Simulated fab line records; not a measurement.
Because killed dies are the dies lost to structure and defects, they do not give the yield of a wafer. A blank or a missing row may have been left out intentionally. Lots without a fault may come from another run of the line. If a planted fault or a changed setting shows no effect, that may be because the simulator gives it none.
Which tool did it?    flow sky130    30 wafers from 10 lots sampled at 6 of the route's 708 steps

== WHAT THE GAUGES READ, wafer by wafer ==
SKY_LOCAL_INTERCONNECT_RS_MEAS_01: measurement is done with a four-point probe.
lot   measured      on             LOCAL_INTERCONNECT_TIN_RS (ohm/sq)
L646  day 29 14:51  film metro-01  14.07 14.11 14.35
L647  day 30 01:38  film metro-04  14.16 14.09 14.09
L650  day 30 13:05  film metro-04  14.37 14.33 14.31
L649  day 30 16:59  film metro-04  14.12 14.01 14.15
L653  day 31 20:23  film metro-01  14.04 14.22 14.07
L658  day 33 11:56  film metro-01  18.03 17.87 17.84
L660  day 34 03:23  film metro-04  18.01 17.81 17.95
L665  day 35 17:32  film metro-02  14.13 14.29 14.36
L666  day 36 02:24  film metro-01  14.07 14.23 14.22
L668  day 36 08:40  film metro-01  14.36 14.18 14.21

SKY_LOCAL_INTERCONNECT_THK_MEAS_02: measures by xrf.
lot   measured      on             LOCAL_INTERCONNECT_TIN_THK (nm)
L646  day 29 14:57  film metro-01  100.0 99.2 97.5
L647  day 30 01:45  film metro-04  97.4 98.2 98.1
L650  day 30 13:11  film metro-04  96.1 96.4 96.4
L649  day 30 17:05  film metro-04  97.5 98.7 97.7
L653  day 31 20:29  film metro-01  98.7 97.7 98.5
L658  day 33 12:03  film metro-01  77.8 78.0 78.7
L660  day 34 03:29  film metro-04  77.8 78.7 78.3
L665  day 35 17:39  film metro-02  97.5 96.5 96.1
L666  day 36 02:31  film metro-01  98.5 97.6 97.5
L668  day 36 08:46  film metro-01  96.6 97.5 97.2

== TOOL THAT RAN EACH LOT (tool first, then ch and the chambers of the sampled wafers, then the start) ==
lot   SKY_LI_CONTACT_ETCH_15              SKY_LI_CONTACT_STRIP_16               SKY_LI_CONTACT_SPUTTER_20     SKY_LOCAL_INTERCONNECT_SPUTTER_00
L646  rie diel-03 ch 0,1, day 29 13:38    plasma asher-03 ch 0,1, day 29 13:45  pvd sputter-04, day 29 14:05  pvd sputter-03, day 29 14:45
L647  rie diel-04 ch 1,2,3, day 30 00:25  plasma asher-02 ch 0,1, day 30 00:31  pvd sputter-03, day 30 00:54  pvd sputter-02, day 30 01:34
L650  rie diel-02 ch 0,1,3, day 30 11:52  plasma asher-02 ch 0,1, day 30 11:58  pvd sputter-02, day 30 12:20  pvd sputter-01, day 30 13:00
L649  rie diel-02 ch 2,3, day 30 15:45    plasma asher-02 ch 0,1, day 30 15:52  pvd sputter-04, day 30 16:13  pvd sputter-03, day 30 16:53
L653  rie diel-03 ch 1,3, day 31 19:11    plasma asher-01 ch 0,1, day 31 19:16  pvd sputter-02, day 31 19:38  pvd sputter-01, day 31 20:18
L658  rie diel-04 ch 0,1,3, day 33 10:45  plasma asher-01 ch 0,1, day 33 10:50  pvd sputter-04, day 33 11:12  pvd sputter-01, day 33 11:52
L660  rie diel-04 ch 1,2,3, day 34 02:10  plasma asher-01 ch 0,1, day 34 02:16  pvd sputter-03, day 34 02:38  pvd sputter-01, day 34 03:18
L665  rie diel-03 ch 0,1,3, day 35 16:20  plasma asher-03 ch 0,1, day 35 16:25  pvd sputter-04, day 35 16:48  pvd sputter-02, day 35 17:28
L666  rie diel-04 ch 0,1,2, day 36 01:12  plasma asher-01 ch 0,1, day 36 01:17  pvd sputter-04, day 36 01:40  pvd sputter-02, day 36 02:20
L668  rie diel-03 ch 2,3, day 36 07:27    plasma asher-03 ch 0,1, day 36 07:32  pvd sputter-04, day 36 07:54  pvd sputter-02, day 36 08:34
- SKY_LI_CONTACT_ETCH_15: etches PSG in C4F8/O2/Ar, stops on Si, target depth 600 nm.
- SKY_LI_CONTACT_STRIP_16: strips in O2/N2.
- SKY_LI_CONTACT_SPUTTER_20: material TiN, target thk 20 nm, time 80 s.
- SKY_LOCAL_INTERCONNECT_SPUTTER_00: material TiN, target thk 100 nm, time 83.3 s.

== WHAT THE TOOLS THEMSELVES READ (means of the sampled wafers that have a number; where no wafer has one, the mark that the record gives instead) ==
SKY_LI_CONTACT_ETCH_15.
lot   tool         oes product au (a.u.)
L646  rie diel-03  0.838
L647  rie diel-04  0.843
L650  rie diel-02  0.838
L649  rie diel-02  0.838
L653  rie diel-03  0.838
L658  rie diel-04  0.837
L660  rie diel-04  0.842
L665  rie diel-03  0.838
L666  rie diel-04  0.836
L668  rie diel-03  0.839

SKY_LI_CONTACT_STRIP_16.
lot   tool             drypump motor current A (A)  n2 flow sccm (sccm)  oes product au (a.u.)  strip time to endpoint s (s)
L646  plasma asher-03  5.9                          300.5                0.376                  3.478
L647  plasma asher-02  5.4                          299.8                0.377                  3.547
L650  plasma asher-02  5.6                          299.7                0.372                  3.542
L649  plasma asher-02  5.4                          300.9                0.375                  3.526
L653  plasma asher-01  5.5                          301.1                0.376                  3.488
L658  plasma asher-01  5.5                          300.1                0.374                  3.492
L660  plasma asher-01  5.4                          299.9                0.373                  3.506
L665  plasma asher-03  6.0                          299.3                0.380                  3.468
L666  plasma asher-01  5.4                          299.4                0.376                  3.545
L668  plasma asher-03  6.3                          299.5                0.379                  3.499

SKY_LI_CONTACT_SPUTTER_20.
lot   tool            throttle valve pct (%)
L646  pvd sputter-04  30.9
L647  pvd sputter-03  29.9
L650  pvd sputter-02  29.2
L649  pvd sputter-04  30.6
L653  pvd sputter-02  28.7
L658  pvd sputter-04  30.3
L660  pvd sputter-03  30.8
L665  pvd sputter-04  30.8
L666  pvd sputter-04  30.9
L668  pvd sputter-04  31.5

SKY_LOCAL_INTERCONNECT_SPUTTER_00.
lot   tool            throttle valve pct (%)
L646  pvd sputter-03  30.9
L647  pvd sputter-02  29.1
L650  pvd sputter-01  29.7
L649  pvd sputter-03  30.4
L653  pvd sputter-01  29.8
L658  pvd sputter-01  30.0
L660  pvd sputter-01  28.8
L665  pvd sputter-02  28.9
L666  pvd sputter-02  28.9
L668  pvd sputter-02  29.1

== THE ANSWER, worked out from the rows above alone ==
Rule: the lots themselves supply what counts as usual. Put in order of their means at a reading, lots are off if they are a third of the lots or fewer, leave a main group of 4 or more, and stand apart from it by a gap of 3 or more times the standard deviation of the main group's means; of several such gaps the widest counts. A main group whose means are all the same, to the digits that the tables above print for the reading, isn't used. Also off: a lot with no number at a reading for which 4 or more lots have one. Any other lot the step has rows for is counted as sound. The gauges are gone through in route order, then the tools' own readings, and for those a lot's mean is taken as printed above. The first step at which some lot is off is used, and at that step the reading that is off furthest; a lot without a number counts as furthest.
Off: at SKY_LOCAL_INTERCONNECT_RS_MEAS_01 (LOCAL_INTERCONNECT_TIN_RS), L658, L660. Main group: mean 14.19 ohm/sq, sd 0.081.
A tool fits if, at a process step before that reading, it ran every lot that is off, and no sound lot after the first of them. Gauges at SKY_LOCAL_INTERCONNECT_RS_MEAS_01: tried the same way as those tools. One fits: pvd sputter-01 at SKY_LOCAL_INTERCONNECT_SPUTTER_00. A fault onset in the window from L653 (day 31 20:18, its last sound lot) to L658 (day 33 11:52, its first lot off) fits.

== WHAT THE SIMULATOR PUT IN ==
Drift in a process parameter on pvd sputter-01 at SKY_LOCAL_INTERCONNECT_SPUTTER_00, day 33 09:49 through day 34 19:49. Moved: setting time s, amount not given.
Lots struck among those shown: L658, L660. The rule above found the same.
